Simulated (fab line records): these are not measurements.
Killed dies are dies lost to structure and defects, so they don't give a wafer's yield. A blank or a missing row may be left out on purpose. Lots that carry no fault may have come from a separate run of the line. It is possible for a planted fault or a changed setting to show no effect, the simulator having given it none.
fab line records / flow sky130
record: lots: 6 wafers: 18 last-day: 49
route steps=708 shown LDD_N@241 LDD_P@255 LDD_HVN@267
lots that met no fault: from a run of the same line without faults
start-h: start of the lot's first displayed wafer, in hours after the record's first day / wait-h: how many hours have passed since the lot's step before this one / " identical to the entry in the row above / L1.1+2: a row that stands for several wafers / - value missing, or start not given / * or withheld: withheld / < > ~ a bound
route shown NAME@n: NAME is a module with steps in the file, n the number in the route of the first one / usual: the fault-free wafers' mean and standard deviation / same: alike in all rows / chamber/n: place in a boat / sites: per-site readings / _std_site: the values' standard deviation / _edge_site: inner sites' mean taken away from outer sites' mean / radius-mm: how far each site lies from the wafer's centre / mask NAME#n: copy n / behind: the tool/chamber that last shaped the wafer / hold: reason for holding the lot/hours on hold/outcome of the hold / device: the transistor (n, p or np) that didn't switch / end of line: tests run on the same wafers once the route is complete / where a step has no rows: the recipe by itself / killed: at the first sort, the dies lost to defects and structure; wafer yield is something else / map: a wafer's dies, marking killed ones x, the rest . and places with no die _
set.NAME: the setting that was run; set.NAME@STEP: the one run at that earlier step / model.NAME: the simulator's own value behind a step, which no gauge read
lots seen at some steps along the route; tables by step, rows by wafer
services: a tool's chamber out of use, with start hour (start-h, from the record's first day; less than 0 if before it), hours out, and reason
== steps ==
step: SKY_LDD_N_EXPOSE_04
recipe: mask-id: NTM target-cd-nm: 840 na: 0.6 source-shape: conventional sigma-outer: 0.6 dose-mj: 110
step: SKY_LDD_N_PEB_05
recipe: temp-c: withheld time-s: * resist: NOVOLAK
step: SKY_LDD_N_DEVELOP_06
recipe: develop-time-s: 60 dev-temp-c: 23
step: SKY_LDD_N_OVL_MEAS_07
usual: LDD_N_OVL: -0.6/1.7
lot.wafer=L214.2 tool=overlay-02 chamber=- start-h=400.95 wait-h=0.1 LDD_N_OVL[nm]=1.7
lot.wafer=L214.5 tool=overlay-02 chamber=- start-h=400.95 wait-h=0.1 LDD_N_OVL[nm]=0.0
lot.wafer=L214.6 tool=overlay-02 chamber=- start-h=400.95 wait-h=0.1 LDD_N_OVL[nm]=-2.8
lot.wafer=L216.2 tool=overlay-02 chamber=- start-h=436.20 wait-h=0.1 LDD_N_OVL[nm]=-1.7
lot.wafer=L216.4 tool=overlay-02 chamber=- start-h=436.20 wait-h=0.1 LDD_N_OVL[nm]=-1.6
lot.wafer=L216.5 tool=overlay-02 chamber=- start-h=436.20 wait-h=0.1 LDD_N_OVL[nm]=-1.1
lot.wafer=L219.3 tool=overlay-02 chamber=- start-h=460.51 wait-h=0.1 LDD_N_OVL[nm]=1.4
lot.wafer=L219.4 tool=overlay-02 chamber=- start-h=460.51 wait-h=0.1 LDD_N_OVL[nm]=3.1
lot.wafer=L219.6 tool=overlay-02 chamber=- start-h=460.51 wait-h=0.1 LDD_N_OVL[nm]=2.4
lot.wafer=L220.1 tool=overlay-02 chamber=- start-h=463.34 wait-h=0.1 LDD_N_OVL[nm]=-1.5
lot.wafer=L220.3 tool=overlay-02 chamber=- start-h=463.34 wait-h=0.1 LDD_N_OVL[nm]=-0.9
lot.wafer=L220.6 tool=overlay-02 chamber=- start-h=463.34 wait-h=0.1 LDD_N_OVL[nm]=0.6
lot.wafer=L222.1 tool=overlay-01 chamber=- start-h=482.30 wait-h=0.1 LDD_N_OVL[nm]=-0.2
lot.wafer=L222.2 tool=overlay-01 chamber=- start-h=482.30 wait-h=0.1 LDD_N_OVL[nm]=-1.2
lot.wafer=L222.4 tool=overlay-01 chamber=- start-h=482.30 wait-h=0.1 LDD_N_OVL[nm]=1.2
lot.wafer=L231.3 tool=overlay-01 chamber=- start-h=552.30 wait-h=0.1 LDD_N_OVL[nm]=-0.7
lot.wafer=L231.5 tool=overlay-01 chamber=- start-h=552.30 wait-h=0.1 LDD_N_OVL[nm]=-1.3
lot.wafer=L231.6 tool=overlay-01 chamber=- start-h=552.30 wait-h=0.1 LDD_N_OVL[nm]=-2.5
step: SKY_LDD_N_IMPLANT_08
recipe: species: As energy-kev: 20 dose-cm2: 7.5e+13 tilt-deg: withheld rotation-deg: 23
step: SKY_LDD_N_IMPLANT_09
recipe: species: As energy-kev: 20 dose-cm2: 7.5e+13 tilt-deg: withheld rotation-deg: 113
step: SKY_LDD_N_IMPLANT_10
recipe: species: As energy-kev: 20 dose-cm2: 7.5e+13 tilt-deg: withheld rotation-deg: 203
step: SKY_LDD_N_IMPLANT_11
recipe: species: As energy-kev: 20 dose-cm2: 7.5e+13 tilt-deg: withheld rotation-deg: 293
step: SKY_LDD_N_IMPLANT_12
recipe: species: BF2 energy-kev: 50 dose-cm2: 5e+12 tilt-deg: 30 rotation-deg: 0
step: SKY_LDD_N_IMPLANT_13
recipe: species: BF2 energy-kev: 50 dose-cm2: 5e+12 tilt-deg: 30 rotation-deg: 90
step: SKY_LDD_N_IMPLANT_14
recipe: species: BF2 energy-kev: 50 dose-cm2: 5e+12 tilt-deg: 30 rotation-deg: 180
step: SKY_LDD_N_IMPLANT_15
recipe: species: BF2 energy-kev: 50 dose-cm2: 5e+12 tilt-deg: 30 rotation-deg: 270
step: SKY_LDD_N_STRIP_16
recipe: chemistry: O2/N2 power-w: 1400 pressure-mtorr: 1500 platen-temp-c: withheld o2-flow-sccm: 3000 n2-flow-sccm: 300 overash-fraction: 0.5
usual: chamber-pressure-mTorr: 1500.1/1.3 drypump-motor-current-A: 6.1/0.48 n2-flow-sccm: 300.0/0.96 oes-product-au: 0.406/0.0047 strip-time-to-endpoint-s: 4.316/0.017
lot.wafer=L214.2 tool=plasma-asher-03 chamber=0 start-h=402.18 wait-h=0.1 chamber-pressure-mTorr=1499.4 drypump-motor-current-A=6.4 n2-flow-sccm=300.8 oes-product-au=0.405 rf-hours-counter-h=70 strip-time-to-endpoint-s=4.276 model.NOVOLAK_of_LDD_N_COAT_02.thk-nm=0
lot.wafer=L214.5 tool=plasma-asher-03 chamber=0 start-h=402.18 wait-h=0.1 chamber-pressure-mTorr=1499.9 drypump-motor-current-A=6.4 n2-flow-sccm=300.5 oes-product-au=0.410 rf-hours-counter-h=- strip-time-to-endpoint-s=4.295 model.NOVOLAK_of_LDD_N_COAT_02.thk-nm=0
lot.wafer=L214.6 tool=plasma-asher-03 chamber=1 start-h=402.18 wait-h=0.1 chamber-pressure-mTorr=1500.1 drypump-motor-current-A=5.8 n2-flow-sccm=300.5 oes-product-au=0.411 rf-hours-counter-h=- strip-time-to-endpoint-s=4.310 model.NOVOLAK_of_LDD_N_COAT_02.thk-nm=0
lot.wafer=L216.2 tool=plasma-asher-04 chamber=0 start-h=437.43 wait-h=0.1 chamber-pressure-mTorr=1500.8 drypump-motor-current-A=6.6 n2-flow-sccm=299.8 oes-product-au=0.407 rf-hours-counter-h=61 strip-time-to-endpoint-s=4.305 model.NOVOLAK_of_LDD_N_COAT_02.thk-nm=0
lot.wafer=L216.4 tool=plasma-asher-04 chamber=1 start-h=437.43 wait-h=0.1 chamber-pressure-mTorr=1498.6 drypump-motor-current-A=5.8 n2-flow-sccm=299.4 oes-product-au=0.406 rf-hours-counter-h=- strip-time-to-endpoint-s=4.307 model.NOVOLAK_of_LDD_N_COAT_02.thk-nm=0
lot.wafer=L216.5 tool=plasma-asher-04 chamber=0 start-h=437.43 wait-h=0.1 chamber-pressure-mTorr=1500.4 drypump-motor-current-A=6.7 n2-flow-sccm=298.8 oes-product-au=0.403 rf-hours-counter-h=- strip-time-to-endpoint-s=4.300 model.NOVOLAK_of_LDD_N_COAT_02.thk-nm=0
lot.wafer=L219.3 tool=plasma-asher-04 chamber=0 start-h=461.77 wait-h=0.1 chamber-pressure-mTorr=- drypump-motor-current-A=- n2-flow-sccm=- oes-product-au=- rf-hours-counter-h=- strip-time-to-endpoint-s=- model.NOVOLAK_of_LDD_N_COAT_02.thk-nm=298.5
lot.wafer=L219.4 tool=plasma-asher-04 chamber=1 start-h=461.77 wait-h=0.1 chamber-pressure-mTorr=- drypump-motor-current-A=- n2-flow-sccm=- oes-product-au=- rf-hours-counter-h=- strip-time-to-endpoint-s=- model.NOVOLAK_of_LDD_N_COAT_02.thk-nm=299.2
lot.wafer=L219.6 tool=plasma-asher-04 chamber=1 start-h=461.77 wait-h=0.1 chamber-pressure-mTorr=- drypump-motor-current-A=- n2-flow-sccm=- oes-product-au=- rf-hours-counter-h=- strip-time-to-endpoint-s=- model.NOVOLAK_of_LDD_N_COAT_02.thk-nm=299
lot.wafer=L220.1 tool=plasma-asher-04 chamber=1 start-h=464.57 wait-h=0.1 chamber-pressure-mTorr=- drypump-motor-current-A=- n2-flow-sccm=- oes-product-au=- rf-hours-counter-h=- strip-time-to-endpoint-s=- model.NOVOLAK_of_LDD_N_COAT_02.thk-nm=299.7
lot.wafer=L220.3 tool=plasma-asher-04 chamber=0 start-h=464.57 wait-h=0.1 chamber-pressure-mTorr=- drypump-motor-current-A=- n2-flow-sccm=- oes-product-au=- rf-hours-counter-h=- strip-time-to-endpoint-s=- model.NOVOLAK_of_LDD_N_COAT_02.thk-nm=300.2
lot.wafer=L220.6 tool=plasma-asher-04 chamber=1 start-h=464.57 wait-h=0.1 chamber-pressure-mTorr=- drypump-motor-current-A=- n2-flow-sccm=- oes-product-au=- rf-hours-counter-h=- strip-time-to-endpoint-s=- model.NOVOLAK_of_LDD_N_COAT_02.thk-nm=300.1
lot.wafer=L222.1 tool=plasma-asher-04 chamber=1 start-h=483.53 wait-h=0.1 chamber-pressure-mTorr=1498.5 drypump-motor-current-A=5.7 n2-flow-sccm=300.2 oes-product-au=0.413 rf-hours-counter-h=65 strip-time-to-endpoint-s=4.300 model.NOVOLAK_of_LDD_N_COAT_02.thk-nm=0
lot.wafer=L222.2 tool=plasma-asher-04 chamber=0 start-h=483.53 wait-h=0.1 chamber-pressure-mTorr=1499.5 drypump-motor-current-A=6.6 n2-flow-sccm=300.0 oes-product-au=0.404 rf-hours-counter-h=65 strip-time-to-endpoint-s=4.294 model.NOVOLAK_of_LDD_N_COAT_02.thk-nm=0
lot.wafer=L222.4 tool=plasma-asher-04 chamber=1 start-h=483.53 wait-h=0.1 chamber-pressure-mTorr=1500.3 drypump-motor-current-A=5.7 n2-flow-sccm=299.6 oes-product-au=0.409 rf-hours-counter-h=- strip-time-to-endpoint-s=4.286 model.NOVOLAK_of_LDD_N_COAT_02.thk-nm=0
lot.wafer=L231.3 tool=plasma-asher-03 chamber=1 start-h=553.56 wait-h=0.1 chamber-pressure-mTorr=1499.5 drypump-motor-current-A=5.7 n2-flow-sccm=300.4 oes-product-au=0.393 rf-hours-counter-h=- strip-time-to-endpoint-s=4.336 model.NOVOLAK_of_LDD_N_COAT_02.thk-nm=0
lot.wafer=L231.5 tool=plasma-asher-03 chamber=0 start-h=553.56 wait-h=0.1 chamber-pressure-mTorr=1501.8 drypump-motor-current-A=6.3 n2-flow-sccm=300.0 oes-product-au=0.401 rf-hours-counter-h=- strip-time-to-endpoint-s=4.292 model.NOVOLAK_of_LDD_N_COAT_02.thk-nm=0
lot.wafer=L231.6 tool=plasma-asher-03 chamber=1 start-h=553.56 wait-h=0.1 chamber-pressure-mTorr=1501.8 drypump-motor-current-A=5.7 n2-flow-sccm=300.7 oes-product-au=0.408 rf-hours-counter-h=- strip-time-to-endpoint-s=4.325 model.NOVOLAK_of_LDD_N_COAT_02.thk-nm=0
step: SKY_LDD_N_TW_MEAS_17
usual: LDD_N_TW: 2606/15
lot.wafer=L214.2 tool=film-metro-04 chamber=- start-h=402.29 wait-h=0.1 LDD_N_TW=2602
lot.wafer=L214.5 tool=film-metro-04 chamber=- start-h=402.29 wait-h=0.1 LDD_N_TW=2607
lot.wafer=L214.6 tool=film-metro-04 chamber=- start-h=402.29 wait-h=0.1 LDD_N_TW=2613
lot.wafer=L216.2 tool=film-metro-03 chamber=- start-h=437.54 wait-h=0.1 LDD_N_TW=2589
lot.wafer=L216.4 tool=film-metro-03 chamber=- start-h=437.54 wait-h=0.1 LDD_N_TW=2605
lot.wafer=L216.5 tool=film-metro-03 chamber=- start-h=437.54 wait-h=0.1 LDD_N_TW=2614
lot.wafer=L219.3 tool=film-metro-02 chamber=- start-h=461.85 wait-h=0.1 LDD_N_TW=2586
lot.wafer=L219.4 tool=film-metro-02 chamber=- start-h=461.85 wait-h=0.1 LDD_N_TW=2591
lot.wafer=L219.6 tool=film-metro-02 chamber=- start-h=461.85 wait-h=0.1 LDD_N_TW=2605
lot.wafer=L220.1 tool=film-metro-02 chamber=- start-h=464.67 wait-h=0.1 LDD_N_TW=2598
lot.wafer=L220.3 tool=film-metro-02 chamber=- start-h=464.67 wait-h=0.1 LDD_N_TW=2592
lot.wafer=L220.6 tool=film-metro-02 chamber=- start-h=464.67 wait-h=0.1 LDD_N_TW=2602
lot.wafer=L222.1 tool=film-metro-02 chamber=- start-h=483.63 wait-h=0.1 LDD_N_TW=2576
lot.wafer=L222.2 tool=film-metro-02 chamber=- start-h=483.63 wait-h=0.1 LDD_N_TW=2596
lot.wafer=L222.4 tool=film-metro-02 chamber=- start-h=483.63 wait-h=0.1 LDD_N_TW=2583
lot.wafer=L231.3 tool=film-metro-02 chamber=- start-h=553.64 wait-h=0.1 LDD_N_TW=2582
lot.wafer=L231.5 tool=film-metro-02 chamber=- start-h=553.64 wait-h=0.1 LDD_N_TW=2594
lot.wafer=L231.6 tool=film-metro-02 chamber=- start-h=553.64 wait-h=0.1 LDD_N_TW=2580
step: SKY_LDD_P_DEHYDRATE_00
recipe: temp-c: 200 time-s: 60
step: SKY_LDD_P_HMDS_01
recipe: prime-time-s: 60 prime-temp-c: 120
step: SKY_LDD_P_COAT_02
recipe: resist: NOVOLAK spin-rpm: 3000 resist-thk-nm: 1140
step: SKY_LDD_P_SOFTBAKE_03
recipe: temp-c: 90 time-s: 60 resist: NOVOLAK
step: SKY_LDD_P_EXPOSE_04
recipe: mask-id: PSDM na: 0.6 source-shape: conventional sigma-outer: 0.6 polarization: unpolarized target-cd-nm: 380 dose-mj: 138
step: SKY_LDD_P_PEB_05
recipe: temp-c: withheld time-s: * resist: NOVOLAK
step: SKY_LDD_P_DEVELOP_06
recipe: resist: NOVOLAK developer: TMAH develop-time-s: 60 dev-temp-c: 23
step: SKY_LDD_P_CD_MEAS_07
recipe: target-cd-nm: 380
usual: cd-nm: 380.5/2
lot.wafer=L214.2 tool=cd-sem-01 chamber=- start-h=431.64 wait-h=0.1 cd-nm=378.2
lot.wafer=L214.5 tool=cd-sem-01 chamber=- start-h=431.64 wait-h=0.1 cd-nm=379.2
lot.wafer=L214.6 tool=cd-sem-01 chamber=- start-h=431.64 wait-h=0.1 cd-nm=379.0
lot.wafer=L216.2 tool=cd-sem-02 chamber=- start-h=468.26 wait-h=0.1 cd-nm=381.8
lot.wafer=L216.4 tool=cd-sem-02 chamber=- start-h=468.26 wait-h=0.1 cd-nm=384.7
lot.wafer=L216.5 tool=cd-sem-02 chamber=- start-h=468.26 wait-h=0.1 cd-nm=379.3
lot.wafer=L219.3 tool=cd-sem-02 chamber=- start-h=492.94 wait-h=0.1 cd-nm=381.6
lot.wafer=L219.4 tool=cd-sem-02 chamber=- start-h=492.94 wait-h=0.1 cd-nm=382.6
lot.wafer=L219.6 tool=cd-sem-02 chamber=- start-h=492.94 wait-h=0.1 cd-nm=381.9
lot.wafer=L220.1 tool=cd-sem-01 chamber=- start-h=495.64 wait-h=0.1 cd-nm=382.0
lot.wafer=L220.3 tool=cd-sem-01 chamber=- start-h=495.64 wait-h=0.1 cd-nm=383.4
lot.wafer=L220.6 tool=cd-sem-01 chamber=- start-h=495.64 wait-h=0.1 cd-nm=383.6
lot.wafer=L222.1 tool=cd-sem-02 chamber=- start-h=514.35 wait-h=0.1 cd-nm=383.8
lot.wafer=L222.2 tool=cd-sem-02 chamber=- start-h=514.35 wait-h=0.1 cd-nm=384.1
lot.wafer=L222.4 tool=cd-sem-02 chamber=- start-h=514.35 wait-h=0.1 cd-nm=381.8
lot.wafer=L231.3 tool=cd-sem-02 chamber=- start-h=583.19 wait-h=0.1 cd-nm=381.3
lot.wafer=L231.5 tool=cd-sem-02 chamber=- start-h=583.19 wait-h=0.1 cd-nm=382.3
lot.wafer=L231.6 tool=cd-sem-02 chamber=- start-h=583.19 wait-h=0.1 cd-nm=382.3
step: SKY_LDD_P_OVL_MEAS_08
usual: LDD_P_OVL: 0.4/1.4
lot.wafer=L214.2 tool=overlay-01 chamber=- start-h=431.74 wait-h=0.1 LDD_P_OVL[nm]=-0.3
lot.wafer=L214.5 tool=overlay-01 chamber=- start-h=431.74 wait-h=0.1 LDD_P_OVL[nm]=1.6
lot.wafer=L214.6 tool=overlay-01 chamber=- start-h=431.74 wait-h=0.1 LDD_P_OVL[nm]=3.1
lot.wafer=L216.2 tool=overlay-01 chamber=- start-h=468.36 wait-h=0.1 LDD_P_OVL[nm]=3.2
lot.wafer=L216.4 tool=overlay-01 chamber=- start-h=468.36 wait-h=0.1 LDD_P_OVL[nm]=3.0
lot.wafer=L216.5 tool=overlay-01 chamber=- start-h=468.36 wait-h=0.1 LDD_P_OVL[nm]=-0.1
lot.wafer=L219.3 tool=overlay-01 chamber=- start-h=493.03 wait-h=0.1 LDD_P_OVL[nm]=1.7
lot.wafer=L219.4 tool=overlay-01 chamber=- start-h=493.03 wait-h=0.1 LDD_P_OVL[nm]=2.8
lot.wafer=L219.6 tool=overlay-01 chamber=- start-h=493.03 wait-h=0.1 LDD_P_OVL[nm]=1.9
lot.wafer=L220.1 tool=overlay-01 chamber=- start-h=495.76 wait-h=0.1 LDD_P_OVL[nm]=1.1
lot.wafer=L220.3 tool=overlay-01 chamber=- start-h=495.76 wait-h=0.1 LDD_P_OVL[nm]=0.3
lot.wafer=L220.6 tool=overlay-01 chamber=- start-h=495.76 wait-h=0.1 LDD_P_OVL[nm]=1.9
lot.wafer=L222.1 tool=overlay-01 chamber=- start-h=514.47 wait-h=0.1 LDD_P_OVL[nm]=0.2
lot.wafer=L222.2 tool=overlay-01 chamber=- start-h=514.47 wait-h=0.1 LDD_P_OVL[nm]=-0.2
lot.wafer=L222.4 tool=overlay-01 chamber=- start-h=514.47 wait-h=0.1 LDD_P_OVL[nm]=0.8
lot.wafer=L231.3 tool=overlay-02 chamber=- start-h=583.28 wait-h=0.1 LDD_P_OVL[nm]=-0.8
lot.wafer=L231.5 tool=overlay-02 chamber=- start-h=583.28 wait-h=0.1 LDD_P_OVL[nm]=0.2
lot.wafer=L231.6 tool=overlay-02 chamber=- start-h=583.28 wait-h=0.1 LDD_P_OVL[nm]=1.9
step: SKY_LDD_P_IMPLANT_09
recipe: species: BF2 energy-kev: 25 dose-cm2: 1e+13 tilt-deg: withheld
step: SKY_LDD_P_STRIP_10
recipe: chemistry: O2/N2 power-w: 1400 pressure-mtorr: 1500 platen-temp-c: withheld o2-flow-sccm: 3000 n2-flow-sccm: 300 overash-fraction: 0.5
usual: chamber-pressure-mTorr: 1500.0/1.4 drypump-motor-current-A: 6.0/0.4 n2-flow-sccm: 299.9/0.83 oes-product-au: 0.715/0.0041 strip-time-to-endpoint-s: 14.17/0.043
lot.wafer=L214.2 tool=plasma-asher-04 chamber=0 start-h=431.92 wait-h=0.1 chamber-pressure-mTorr=1496.5 drypump-motor-current-A=6.7 n2-flow-sccm=300.2 oes-product-au=0.716 rf-hours-counter-h=61 strip-time-to-endpoint-s=14.19
lot.wafer=L214.5 tool=plasma-asher-04 chamber=0 start-h=431.92 wait-h=0.1 chamber-pressure-mTorr=1501.0 drypump-motor-current-A=6.7 n2-flow-sccm=300.9 oes-product-au=0.710 rf-hours-counter-h=- strip-time-to-endpoint-s=14.23
lot.wafer=L214.6 tool=plasma-asher-04 chamber=1 start-h=431.92 wait-h=0.1 chamber-pressure-mTorr=1500.6 drypump-motor-current-A=5.7 n2-flow-sccm=300.3 oes-product-au=0.719 rf-hours-counter-h=- strip-time-to-endpoint-s=14.24
lot.wafer=L216.2 tool=plasma-asher-04 chamber=1 start-h=468.54 wait-h=0.1 chamber-pressure-mTorr=1497.5 drypump-motor-current-A=5.8 n2-flow-sccm=299.5 oes-product-au=0.716 rf-hours-counter-h=64 strip-time-to-endpoint-s=14.24
lot.wafer=L216.4 tool=plasma-asher-04 chamber=0 start-h=468.54 wait-h=0.1 chamber-pressure-mTorr=1500.9 drypump-motor-current-A=6.6 n2-flow-sccm=300.0 oes-product-au=0.712 rf-hours-counter-h=- strip-time-to-endpoint-s=14.24
lot.wafer=L216.5 tool=plasma-asher-04 chamber=0 start-h=468.54 wait-h=0.1 chamber-pressure-mTorr=1499.2 drypump-motor-current-A=6.6 n2-flow-sccm=300.3 oes-product-au=0.720 rf-hours-counter-h=- strip-time-to-endpoint-s=14.25
lot.wafer=L219.3 tool=plasma-asher-04 chamber=0 start-h=493.23 wait-h=0.1 chamber-pressure-mTorr=1499.5 drypump-motor-current-A=6.6 n2-flow-sccm=299.4 oes-product-au=0.712 rf-hours-counter-h=- strip-time-to-endpoint-s=18.71
lot.wafer=L219.4 tool=plasma-asher-04 chamber=1 start-h=493.23 wait-h=0.1 chamber-pressure-mTorr=1500.7 drypump-motor-current-A=5.8 n2-flow-sccm=300.2 oes-product-au=0.721 rf-hours-counter-h=- strip-time-to-endpoint-s=18.73
lot.wafer=L219.6 tool=plasma-asher-04 chamber=1 start-h=493.23 wait-h=0.1 chamber-pressure-mTorr=1501.5 drypump-motor-current-A=5.8 n2-flow-sccm=300.8 oes-product-au=0.712 rf-hours-counter-h=- strip-time-to-endpoint-s=18.72
lot.wafer=L220.1 tool=plasma-asher-02 chamber=0 start-h=495.94 wait-h=0.1 chamber-pressure-mTorr=1500.1 drypump-motor-current-A=5.9 n2-flow-sccm=300.2 oes-product-au=0.720 rf-hours-counter-h=36 strip-time-to-endpoint-s=18.68
lot.wafer=L220.3 tool=plasma-asher-02 chamber=0 start-h=495.94 wait-h=0.1 chamber-pressure-mTorr=1498.2 drypump-motor-current-A=5.9 n2-flow-sccm=299.8 oes-product-au=0.708 rf-hours-counter-h=- strip-time-to-endpoint-s=18.75
lot.wafer=L220.6 tool=plasma-asher-02 chamber=1 start-h=495.94 wait-h=0.1 chamber-pressure-mTorr=1497.3 drypump-motor-current-A=5.4 n2-flow-sccm=300.0 oes-product-au=0.721 rf-hours-counter-h=- strip-time-to-endpoint-s=18.74
lot.wafer=L222.1 tool=plasma-asher-04 chamber=1 start-h=514.65 wait-h=0.1 chamber-pressure-mTorr=1498.4 drypump-motor-current-A=5.8 n2-flow-sccm=298.4 oes-product-au=0.714 rf-hours-counter-h=69 strip-time-to-endpoint-s=14.10
lot.wafer=L222.2 tool=plasma-asher-04 chamber=0 start-h=514.65 wait-h=0.1 chamber-pressure-mTorr=1500.4 drypump-motor-current-A=6.6 n2-flow-sccm=298.8 oes-product-au=0.709 rf-hours-counter-h=69 strip-time-to-endpoint-s=14.15
lot.wafer=L222.4 tool=plasma-asher-04 chamber=1 start-h=514.65 wait-h=0.1 chamber-pressure-mTorr=1499.9 drypump-motor-current-A=5.8 n2-flow-sccm=299.2 oes-product-au=0.722 rf-hours-counter-h=- strip-time-to-endpoint-s=14.15
lot.wafer=L231.3 tool=plasma-asher-04 chamber=0 start-h=583.48 wait-h=0.1 chamber-pressure-mTorr=1499.0 drypump-motor-current-A=6.6 n2-flow-sccm=300.2 oes-product-au=0.718 rf-hours-counter-h=- strip-time-to-endpoint-s=14.14
lot.wafer=L231.5 tool=plasma-asher-04 chamber=1 start-h=583.48 wait-h=0.1 chamber-pressure-mTorr=1501.6 drypump-motor-current-A=5.7 n2-flow-sccm=299.5 oes-product-au=0.720 rf-hours-counter-h=- strip-time-to-endpoint-s=14.12
lot.wafer=L231.6 tool=plasma-asher-04 chamber=0 start-h=583.48 wait-h=0.1 chamber-pressure-mTorr=1500.8 drypump-motor-current-A=6.6 n2-flow-sccm=300.8 oes-product-au=0.705 rf-hours-counter-h=- strip-time-to-endpoint-s=14.15
step: SKY_LDD_P_TW_MEAS_11
usual: LDD_P_TW: 634/7.2
lot.wafer=L214.2 tool=film-metro-03 chamber=- start-h=432.03 wait-h=0.1 LDD_P_TW=641
lot.wafer=L214.5 tool=film-metro-03 chamber=- start-h=432.03 wait-h=0.1 LDD_P_TW=643
lot.wafer=L214.6 tool=film-metro-03 chamber=- start-h=432.03 wait-h=0.1 LDD_P_TW=643
lot.wafer=L216.2 tool=film-metro-02 chamber=- start-h=468.65 wait-h=0.1 LDD_P_TW=640
lot.wafer=L216.4 tool=film-metro-02 chamber=- start-h=468.65 wait-h=0.1 LDD_P_TW=643
lot.wafer=L216.5 tool=film-metro-02 chamber=- start-h=468.65 wait-h=0.1 LDD_P_TW=636
lot.wafer=L219.3 tool=film-metro-01 chamber=- start-h=493.32 wait-h=0.1 LDD_P_TW=29
lot.wafer=L219.4 tool=film-metro-01 chamber=- start-h=493.32 wait-h=0.1 LDD_P_TW=30
lot.wafer=L219.6 tool=film-metro-01 chamber=- start-h=493.32 wait-h=0.1 LDD_P_TW=30
lot.wafer=L220.1 tool=film-metro-02 chamber=- start-h=496.04 wait-h=0.1 LDD_P_TW=30
lot.wafer=L220.3 tool=film-metro-02 chamber=- start-h=496.04 wait-h=0.1 LDD_P_TW=30
lot.wafer=L220.6 tool=film-metro-02 chamber=- start-h=496.04 wait-h=0.1 LDD_P_TW=30
lot.wafer=L222.1 tool=film-metro-01 chamber=- start-h=514.75 wait-h=0.1 LDD_P_TW=625
lot.wafer=L222.2 tool=film-metro-01 chamber=- start-h=514.75 wait-h=0.1 LDD_P_TW=627
lot.wafer=L222.4 tool=film-metro-01 chamber=- start-h=514.75 wait-h=0.1 LDD_P_TW=625
lot.wafer=L231.3 tool=film-metro-02 chamber=- start-h=583.57 wait-h=0.1 LDD_P_TW=639
lot.wafer=L231.5 tool=film-metro-02 chamber=- start-h=583.57 wait-h=0.1 LDD_P_TW=642
lot.wafer=L231.6 tool=film-metro-02 chamber=- start-h=583.57 wait-h=0.1 LDD_P_TW=639
step: SKY_LDD_HVN_DEHYDRATE_00
recipe: temp-c: 200 time-s: 60
== services ==
tool=plasma-asher-02 chamber=- start-h=496.06 hours=3.6 kind=repair
tool=plasma-asher-03 chamber=- start-h=509.35 hours=23.5 kind=pm
tool=plasma-asher-02 chamber=- start-h=540.31 hours=3.8 kind=repair
tool=plasma-asher-04 chamber=- start-h=542.36 hours=5.1 kind=repair
== key ==
first-sign: step: SKY_LDD_N_STRIP_16 reading: tool-record direction: missing
effect: step: SKY_LDD_P_STRIP_10 reading: strip-time-to-endpoint-s direction: up sigmas: 99+ usual: * struck: *
effect: step: SKY_LDD_P_TW_MEAS_11 reading: LDD_P_TW direction: down sigmas: 84 usual: 634 struck: 30
model-effect: step: SKY_LDD_N_STRIP_16 value: NOVOLAK_of_LDD_N_COAT_02.thk-nm without: 0 struck: 299.5
met-at SKY_LDD_N_STRIP_16
struck-wafers L219.3,L219.4,L219.6,L220.1,L220.3,L220.6
sort-left-out L219.3,L219.4,L219.6,L220.1,L220.3,L220.6
tester-left-out L219,L220
onset-between 437.43 461.77
fault: kind: skipped-step-whole tool: plasma-asher-04 chamber: - onset-h: 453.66 steps: SKY_LDD_N_STRIP_16 scope: struck-lots-only
tester-left-out: of these lots the tester's yield and bins aren't shown, on N5 and GAA mostly nor the transistor test; their killed dies are dies lost to structure and defects alone, not to doping, threshold or leakage, so they don't give the yield
sort-left-out: the simulated sort isn't trusted on such a fault, so these wafers' sort isn't shown, and their yield isn't known
